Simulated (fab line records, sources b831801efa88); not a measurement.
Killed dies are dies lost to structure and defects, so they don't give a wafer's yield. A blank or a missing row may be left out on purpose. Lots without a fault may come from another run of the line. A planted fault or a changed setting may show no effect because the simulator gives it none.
Which tool did it? | flow gf180mcu | 24 lots, 72 wafers sampled, at 5 steps of a route of 602

WHAT THE GAUGES READ, wafer by wafer
GF_M4_THK_MEAS_06: measures by xrf.
lot  | measured     | on            | M4_ALCU_THK (nm)
L074 | day 22 13:17 | film_metro-02 | 460 459 461
L075 | day 22 22:49 | film_metro-04 | 456 460 459
L076 | day 23 02:34 | film_metro-02 | 459 453 458
L077 | day 23 13:59 | film_metro-03 | 451 445 449
L078 | day 23 21:49 | film_metro-03 | 458 456 456
L079 | day 24 05:52 | film_metro-02 | 464 458 459
L080 | day 24 20:25 | film_metro-02 | 468 464 462
L081 | day 25 01:38 | film_metro-02 | 462 465 461
L082 | day 25 09:41 | film_metro-02 | 463 465 462
L083 | day 25 22:38 | film_metro-02 | 458 464 461
L084 | day 26 02:14 | film_metro-04 | 465 455 464
L085 | day 26 07:40 | film_metro-04 | 456 457 450
L086 | day 26 17:34 | film_metro-03 | 454 456 458
L087 | day 26 21:26 | film_metro-03 | 470 468 463
L088 | day 27 06:53 | film_metro-03 | 458 457 450
L089 | day 27 12:10 | film_metro-02 | 459 456 461
L090 | day 28 00:32 | film_metro-03 | 463 466 466
L091 | day 28 02:43 | film_metro-04 | 454 457 456
L092 | day 28 20:35 | film_metro-04 | 455 452 451
L093 | day 28 20:36 | film_metro-03 | 467 460 463
L094 | day 29 01:19 | film_metro-03 | 459 472 459
L095 | day 29 07:18 | film_metro-03 | 463 466 456
L096 | day 29 15:59 | film_metro-02 | 462 459 456
L097 | day 29 22:49 | film_metro-04 | 454 454 452

GF_V4_CD_MEAS_14: target cd 260 nm.
lot  | measured     | on        | cd_nm (nm)
L074 | day 24 12:13 | cd_sem-02 | 259.3 259.3 260.0
L075 | day 24 21:26 | cd_sem-02 | 260.0 260.0 258.8
L076 | day 24 23:37 | cd_sem-01 | 260.0 261.6 260.4
L077 | day 25 10:01 | cd_sem-02 | 258.8 259.1 258.7
L078 | day 25 20:23 | cd_sem-02 | 258.6 258.7 258.9
L079 | day 26 02:53 | cd_sem-01 | 260.7 260.2 261.0
L080 | day 26 16:02 | cd_sem-01 | 260.0 259.8 260.0
L081 | day 26 20:40 | cd_sem-01 | 260.0 260.1 259.1
L082 | day 27 04:37 | cd_sem-01 | 258.3 258.3 259.2
L083 | day 27 16:18 | cd_sem-01 | 256.5 257.4 256.7
L084 | day 27 20:29 | cd_sem-01 | 258.5 258.9 259.0
L085 | day 28 01:16 | cd_sem-02 | 257.7 257.9 258.1
L086 | day 28 11:15 | cd_sem-02 | 260.3 259.7 259.2
L087 | day 28 13:10 | cd_sem-01 | 258.6 259.1 258.3
L088 | day 28 22:50 | cd_sem-01 | 261.4 262.0 261.8
L089 | day 29 05:03 | cd_sem-01 | 258.6 258.8 259.2
L090 | day 29 15:59 | cd_sem-01 | 257.3 257.6 257.9
L091 | day 29 18:34 | cd_sem-01 | 259.4 259.6 259.8
L092 | day 30 11:22 | cd_sem-02 | 261.0 262.4 262.0
L093 | day 30 11:44 | cd_sem-02 | 258.4 257.1 257.8
L094 | day 30 16:10 | cd_sem-01 | 259.7 259.6 259.7
L095 | day 30 21:48 | cd_sem-02 | 258.1 257.0 257.4
L096 | day 31 05:51 | cd_sem-02 | 261.1 261.2 259.2
L097 | day 31 11:42 | cd_sem-02 | 259.6 259.3 260.1

WHICH TOOL RAN EACH LOT (tool, then ch and the chambers of the sampled wafers, then the start)
lot  | GF_M3_SPUTTER_00             | GF_M4_SPUTTER_01             | GF_M4_SPUTTER_03
L074 | pvd_sputter-01, day 20 09:25 | pvd_sputter-01, day 22 13:03 | pvd_sputter-01, day 22 13:07
L075 | pvd_sputter-01, day 20 19:46 | pvd_sputter-02, day 22 22:35 | pvd_sputter-02, day 22 22:38
L076 | pvd_sputter-01, day 20 23:22 | pvd_sputter-02, day 23 02:19 | pvd_sputter-02, day 23 02:23
L077 | pvd_sputter-03, day 21 11:12 | pvd_sputter-04, day 23 13:44 | pvd_sputter-04, day 23 13:48
L078 | pvd_sputter-02, day 21 20:16 | pvd_sputter-01, day 23 21:34 | pvd_sputter-01, day 23 21:38
L079 | pvd_sputter-02, day 22 05:17 | pvd_sputter-01, day 24 05:37 | pvd_sputter-01, day 24 05:41
L080 | pvd_sputter-03, day 22 20:44 | pvd_sputter-04, day 24 20:10 | pvd_sputter-04, day 24 20:14
L081 | pvd_sputter-03, day 22 22:51 | pvd_sputter-02, day 25 01:23 | pvd_sputter-02, day 25 01:27
L082 | pvd_sputter-03, day 23 11:13 | pvd_sputter-04, day 25 09:26 | pvd_sputter-04, day 25 09:30
L083 | pvd_sputter-02, day 23 21:11 | pvd_sputter-01, day 25 22:23 | pvd_sputter-01, day 25 22:27
L084 | pvd_sputter-02, day 24 02:28 | pvd_sputter-04, day 26 01:58 | pvd_sputter-04, day 26 02:02
L085 | pvd_sputter-01, day 24 10:36 | pvd_sputter-04, day 26 07:24 | pvd_sputter-04, day 26 07:28
L086 | pvd_sputter-02, day 24 19:04 | pvd_sputter-01, day 26 17:19 | pvd_sputter-01, day 26 17:23
L087 | pvd_sputter-01, day 25 00:51 | pvd_sputter-01, day 26 21:11 | pvd_sputter-01, day 26 21:15
L088 | pvd_sputter-03, day 25 10:33 | pvd_sputter-01, day 27 06:37 | pvd_sputter-01, day 27 06:41
L089 | pvd_sputter-01, day 25 15:25 | pvd_sputter-01, day 27 11:56 | pvd_sputter-01, day 27 11:59
L090 | pvd_sputter-01, day 26 03:35 | pvd_sputter-04, day 28 00:17 | pvd_sputter-04, day 28 00:21
L091 | pvd_sputter-03, day 26 05:53 | pvd_sputter-01, day 28 02:28 | pvd_sputter-01, day 28 02:32
L092 | pvd_sputter-01, day 27 00:34 | pvd_sputter-02, day 28 20:20 | pvd_sputter-02, day 28 20:24
L093 | pvd_sputter-02, day 27 01:35 | pvd_sputter-04, day 28 20:20 | pvd_sputter-04, day 28 20:24
L094 | pvd_sputter-02, day 27 06:52 | pvd_sputter-04, day 29 01:02 | pvd_sputter-04, day 29 01:06
L095 | pvd_sputter-02, day 27 12:59 | pvd_sputter-04, day 29 07:03 | pvd_sputter-04, day 29 07:07
L096 | pvd_sputter-02, day 27 22:05 | pvd_sputter-02, day 29 15:45 | pvd_sputter-02, day 29 15:49
L097 | pvd_sputter-03, day 28 04:55 | pvd_sputter-02, day 29 22:34 | pvd_sputter-02, day 29 22:38
- GF_M3_SPUTTER_00: material Ti, target thk 37.5 nm, time 150 s.
- GF_M4_SPUTTER_01: material TiN, target thk 30 nm, time 25 s.
- GF_M4_SPUTTER_03: material Ti, target thk 10 nm, time 6.7 s.

WHAT THE TOOLS THEMSELVES READ (means of the sampled wafers that have a number; where no wafer has one, the mark that the record gives instead)
GF_M3_SPUTTER_00.
lot  | tool           | throttle_valve_pct (%)
L074 | pvd_sputter-01 | 29.6
L075 | pvd_sputter-01 | 29.3
L076 | pvd_sputter-01 | 29.4
L077 | pvd_sputter-03 | 31.6
L078 | pvd_sputter-02 | 30.9
L079 | pvd_sputter-02 | 30.3
L080 | pvd_sputter-03 | 30.8
L081 | pvd_sputter-03 | 29.9
L082 | pvd_sputter-03 | 30.2
L083 | pvd_sputter-02 | 31.2
L084 | pvd_sputter-02 | 30.8
L085 | pvd_sputter-01 | 29.8
L086 | pvd_sputter-02 | 30.7
L087 | pvd_sputter-01 | 29.0
L088 | pvd_sputter-03 | 31.0
L089 | pvd_sputter-01 | 29.7
L090 | pvd_sputter-01 | 29.3
L091 | pvd_sputter-03 | 30.8
L092 | pvd_sputter-01 | 29.4
L093 | pvd_sputter-02 | 30.8
L094 | pvd_sputter-02 | 29.3
L095 | pvd_sputter-02 | 30.8
L096 | pvd_sputter-02 | 30.5
L097 | pvd_sputter-03 | 31.0

GF_M4_SPUTTER_01.
lot  | tool           | throttle_valve_pct (%)
L074 | pvd_sputter-01 | 29.0
L075 | pvd_sputter-02 | 30.6
L076 | pvd_sputter-02 | 30.7
L077 | pvd_sputter-04 | 29.9
L078 | pvd_sputter-01 | 29.6
L079 | pvd_sputter-01 | 29.5
L080 | pvd_sputter-04 | 29.1
L081 | pvd_sputter-02 | 29.9
L082 | pvd_sputter-04 | 30.0
L083 | pvd_sputter-01 | 29.1
L084 | pvd_sputter-04 | 30.3
L085 | pvd_sputter-04 | 30.2
L086 | pvd_sputter-01 | 29.3
L087 | pvd_sputter-01 | 29.7
L088 | pvd_sputter-01 | 30.0
L089 | pvd_sputter-01 | 29.4
L090 | pvd_sputter-04 | 28.9
L091 | pvd_sputter-01 | 29.7
L092 | pvd_sputter-02 | 30.4
L093 | pvd_sputter-04 | 30.2
L094 | pvd_sputter-04 | 30.1
L095 | pvd_sputter-04 | 31.1
L096 | pvd_sputter-02 | 30.5
L097 | pvd_sputter-02 | 31.2

GF_M4_SPUTTER_03.
lot  | tool           | throttle_valve_pct (%)
L074 | pvd_sputter-01 | 29.1
L075 | pvd_sputter-02 | 30.6
L076 | pvd_sputter-02 | 30.7
L077 | pvd_sputter-04 | 30.0
L078 | pvd_sputter-01 | 29.4
L079 | pvd_sputter-01 | 29.5
L080 | pvd_sputter-04 | 29.4
L081 | pvd_sputter-02 | 30.1
L082 | pvd_sputter-04 | 30.1
L083 | pvd_sputter-01 | 29.0
L084 | pvd_sputter-04 | 30.3
L085 | pvd_sputter-04 | 30.3
L086 | pvd_sputter-01 | 29.2
L087 | pvd_sputter-01 | 29.6
L088 | pvd_sputter-01 | 30.0
L089 | pvd_sputter-01 | 29.5
L090 | pvd_sputter-04 | 29.0
L091 | pvd_sputter-01 | 29.8
L092 | pvd_sputter-02 | 30.5
L093 | pvd_sputter-04 | 30.2
L094 | pvd_sputter-04 | 30.2
L095 | pvd_sputter-04 | 31.2
L096 | pvd_sputter-02 | 30.4
L097 | pvd_sputter-02 | 31.2

THE ANSWER, worked out from the rows above alone
Rule: what is usual is taken from the lots themselves. Put in order of their means at a reading, lots are off if they are a third of the lots or fewer, leave a main group of 4 or more, and stand apart from it by a gap of 3 or more times the standard deviation of the main group's means; of several such gaps the widest counts. A main group whose means are all the same, to the digits that the tables above print for the reading, isn't used. A lot without any number at a reading at which 4 lots or more have one is off too. The other lots that the step has rows for count as sound. The gauges are gone through in route order, then the tools' own readings, and for those a lot's mean is taken as printed above. The first step at which some lot is off is used, and at that step the reading that is off furthest; a lot without a number counts as furthest.
No lot is off at any reading shown: from this, nothing can be told.

WHAT THE SIMULATOR HAD PUT IN
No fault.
